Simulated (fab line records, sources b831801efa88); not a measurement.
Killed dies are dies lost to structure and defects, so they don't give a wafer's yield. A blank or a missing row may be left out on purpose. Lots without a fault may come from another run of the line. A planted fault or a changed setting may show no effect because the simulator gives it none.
Problem report in the 8D (eight disciplines) form, filled by code | flow sfq_line | the parts of the form that need people (team, actions taken, sign-off) are left out

1. THE PROBLEM
M6_NB_RS at SFQ_M6_RS_MEAS_938 reads a mean of 0.530 ohm/sq on 3 wafers of 2 lots; wafers without a fault read 0.889 ohm/sq with a standard deviation of 0.0093. That is -39 standard deviations from the usual mean.
The step: measures by four-point-probe.
First seen on wafer L443.2, day 70 21:17, on film_metro-04. The record holds 40 wafers of 14 lots with a number at this step. Rule for "out", or "out of limits": more than 4 standard deviations from the usual mean. The other wafers with a number count as sound.

2. WHAT IT IS AND WHAT IT IS NOT
question                    | is                           | is not
which readings at this step | M6_NB_RS                     | -
which lots                  | L443, L445                   | L429, L430, L431, L432, L433, L435, L446, L447, L448, L449, L451, L452
which wafers of those lots  | L443.2, L445.2, L445.6       | L443.4
read on which gauges        | film_metro-01, film_metro-04 | film_metro-02
when                        | from day 70 21:17            | up to then (19 sound wafers); but 18 sound wafers of L446, L447, L448, L449, L451, L452 came after

3. SUSPECTS, AND WHAT RULES EACH OUT
Counting: a tool at a process step up to the reading stays a suspect if it ran every lot that is out. Sound lots after the first of them don't rule it out here, since some wafers of a struck lot are sound.
- the gauge at SFQ_M6_RS_MEAS_938: ruled out. The wafers that are out were read on 2 gauges (film_metro-01, film_metro-04).
- pvd_sputter-06 at SFQ_TRILAYER_M6_DEP_SPUTTER_157 (material Nb, target thk 200 nm, time 133.3 s): kept. It ran every lot that is out, first L443 (day 70 21:10); its last sound lot up to then is L435 (day 67 17:28).
Left after counting: pvd_sputter-06 at SFQ_TRILAYER_M6_DEP_SPUTTER_157.

4. THE CAUSE (what the simulator had put in)
Process parameter drift: pvd_sputter-06, from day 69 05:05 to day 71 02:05, at SFQ_TRILAYER_M6_DEP_SPUTTER_157. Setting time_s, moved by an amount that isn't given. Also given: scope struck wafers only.
Counting left only this tool.

5. THE CHAIN OF EFFECTS, in route order
Each row: a reading whose mean over the struck wafers that have a number lies more than 3 standard deviations from the usual. Only readings for which the record gives a usual standard deviation are gone through. hours: the time from each lot's start at the first step in this table that gives one to its start at this step, as a median over the lots. sigmas: the change in usual standard deviations.
hours | step                                | reading        | usual        | on struck wafers | change | sigmas
0     | SFQ_M6_RS_MEAS_938                  | M6_NB_RS       | 0.889 ohm/sq | 0.530            | -0.359 | -39
29    | SFQ_TRILAYER_M6_ETCH_METAL_ETCH_162 | oes_product_au | 0.894 a.u.   | 1.007            | +0.113 | +17
The process steps in it:
- SFQ_TRILAYER_M6_ETCH_METAL_ETCH_162: etches Nb in Cl2/Ar, stops on SiO2, target depth 240 nm, time 120 s.

6. WHAT WOULD HAVE CAUGHT IT SOONER
In this record the first reading out of limits at a measuring or inspecting step was taken at day 70 21:17, 40 hours after the fault began at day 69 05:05.
Of the tool readings at SFQ_TRILAYER_M6_DEP_SPUTTER_157 for which the record gives a usual standard deviation, none was out on any struck wafer, so an alarm limit of 4 standard deviations on them would not have fired.
Of the lots that are out (2), L445 began SFQ_TRILAYER_M6_DEP_SPUTTER_157 on pvd_sputter-06 after day 70 21:17. A hold on the tool at that time would have spared it.
